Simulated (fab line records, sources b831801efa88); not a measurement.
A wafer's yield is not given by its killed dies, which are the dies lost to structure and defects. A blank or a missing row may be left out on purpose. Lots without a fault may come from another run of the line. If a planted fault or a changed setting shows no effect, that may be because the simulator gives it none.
Which tool was responsible?    flow sky130    Sampling: 13 lots, 39 wafers, 4 of 708 route steps

== WHAT THE GAUGES READ, wafer by wafer ==
SKY_NWELL_OVL_MEAS_10. Usual: NWELL_00_OVL typically reads 0.0 nm, with standard deviation 1.6.
lot   measured      on          NWELL_00_OVL (nm)  flag
L733  day 4 23:26   overlay-02  -0.2 0.5 0.3       
L735  day 5 07:23   overlay-01  -1.3 -1.4 -0.3     
L736  day 5 12:08   overlay-01  -1.3 -0.3 -2.4     
L737  day 5 20:29   overlay-01  -0.1 -1.2 -0.9     
L739  day 6 07:26   overlay-02  -0.3 -0.5 0.1      
L740  day 6 12:50   overlay-01  -0.8 -0.9 0.0      
L741  day 6 20:41   overlay-02  1.6 2.4 1.8        
L747  day 8 04:56   overlay-01  0.2 -0.2 -1.3      
L749  day 8 15:56   overlay-02  2.1 1.8 2.1        
L752  day 9 20:14   overlay-01  -1.7 -0.2 -1.1     
L753  day 10 12:14  overlay-02  -0.5 0.7 -0.2      
L754  day 10 13:11  overlay-01  -1.8 -3.5 -3.4     
L755  day 10 16:17  overlay-01  2.2 0.8 0.9        

SKY_VT_ADJUST_PCH_TW_MEAS_10. Usual: VT_ADJUST_PCH_TW typically reads 144.2, with standard deviation 0.76.
lot   measured      on             VT_ADJUST_PCH_TW   flag
L733  day 10 19:25  film-metro-03  145.1 144.9 144.9  
L735  day 11 04:55  film-metro-03  144.2 144.1 144.5  
L736  day 11 11:40  film-metro-01  143.2 144.1 143.7  
L737  day 11 20:46  film-metro-04  144.7 145.2 144.4  
L739  day 12 10:16  film-metro-03  143.9 145.0 144.0  
L740  day 12 17:37  film-metro-01  143.4 143.7 143.9  
L741  day 13 01:25  film-metro-01  144.6 144.7 144.3  
L747  day 14 21:37  film-metro-01  144.2 143.9 144.0  
L749  day 15 11:08  film-metro-04  144.2 144.5 144.2  
L752  day 17 00:37  film-metro-01  144.1 143.3 143.8  
L753  day 17 23:31  film-metro-01  143.8 144.8 144.0  
L754  day 18 01:28  film-metro-01  145.1 144.8 144.8  
L755  day 18 02:26  film-metro-04  143.7 144.2 144.0  

SKY_LDD_HVN_TW_MEAS_10. Usual: LDD_HVN_TW typically reads 1453, with standard deviation 6.6.
lot   measured      on             LDD_HVN_TW      flag
L733  day 21 10:55  film-metro-01  1446 1448 1464  
L735  day 21 10:49  film-metro-03  1443 1449 1449  
L736  day 21 11:34  film-metro-04  1455 1449 1454  
L737  day 22 08:46  film-metro-04  1457 1461 1440  
L739  day 22 17:04  film-metro-04  1455 1446 1451  
L740  day 23 05:34  film-metro-01  1381 1372 1377  OFF
L741  day 23 07:43  film-metro-04  1372 1364 1367  OFF
L747  day 25 14:25  film-metro-01  1451 1457 1453  
L749  day 26 07:14  film-metro-01  1464 1455 1455  
L752  day 27 15:40  film-metro-03  1437 1435 1440  
L753  day 28 10:11  film-metro-03  1454 1456 1451  
L754  day 28 11:53  film-metro-03  1445 1450 1455  
L755  day 28 13:17  film-metro-03  1454 1458 1453  

== WHAT TOOL EACH LOT RAN ON (gives the tool, then ch and the chambers of the sampled wafers, and finally the start) ==
lot   SKY_LDD_HVN_IMPLANT_08
L733  implanter-03 ch 0, day 21 10:40
L735  implanter-02 ch 0, day 21 10:34
L736  implanter-03 ch 0, day 21 11:20
L737  implanter-02 ch 0, day 22 08:31
L739  implanter-03 ch 0, day 22 16:49
L740  implanter-04 ch 0, day 23 05:19
L741  implanter-04 ch 0, day 23 07:28
L747  implanter-03 ch 0, day 25 14:10
L749  implanter-02 ch 0, day 26 07:01
L752  implanter-04 ch 0, day 27 15:25
L753  implanter-04 ch 0, day 28 09:56
L754  implanter-04 ch 0, day 28 11:38
L755  implanter-03 ch 0, day 28 13:04
- SKY_LDD_HVN_IMPLANT_08

== WHAT THE TOOLS THEMSELVES READ (means of the sampled wafers that have a number; where no wafer has one, the mark that the record gives instead) ==
SKY_LDD_HVN_IMPLANT_08. Usual: beam-energy-keV 60.003, standard deviation 0.018.
lot   tool          beam-energy-keV  flag
L733  implanter-03  59.995           
L735  implanter-02  60.005           
L736  implanter-03  59.995           
L737  implanter-02  59.986           
L739  implanter-03  59.993           
L740  implanter-04  48.970           OFF
L741  implanter-04  48.975           OFF
L747  implanter-03  60.010           
L749  implanter-02  60.038           
L752  implanter-04  59.962           
L753  implanter-04  60.012           
L754  implanter-04  59.998           
L755  implanter-03  60.016           

== THE ANSWER, worked out from the rows above alone ==
Rule: a lot is off if the mean of its wafers that have a number lies more than 3 standard deviations from the usual mean. Also off: a lot with no number at a reading for which 4 or more lots have one. Where the step has rows for the other lots, those lots are counted as sound. Order of review: gauges by route order, followed by the tools' own readings, for which a lot's mean as printed above is used. The first step at which some lot is off is used, and at that step the reading that is off furthest; a lot without a number counts as furthest.
Off: L740, L741, seen at SKY_LDD_HVN_TW_MEAS_10 (LDD_HVN_TW).
If a tool, at a process step before that reading, ran all the lots that are off and no sound lot after the first of them, it fits. The gauges at SKY_LDD_HVN_TW_MEAS_10 aren't tried: what is off there is off at SKY_LDD_HVN_IMPLANT_08 too, on other tools, and a gauge's error can't cause that. No candidate that was tried fits.

== WHAT THE SIMULATOR HAD INSERTED ==
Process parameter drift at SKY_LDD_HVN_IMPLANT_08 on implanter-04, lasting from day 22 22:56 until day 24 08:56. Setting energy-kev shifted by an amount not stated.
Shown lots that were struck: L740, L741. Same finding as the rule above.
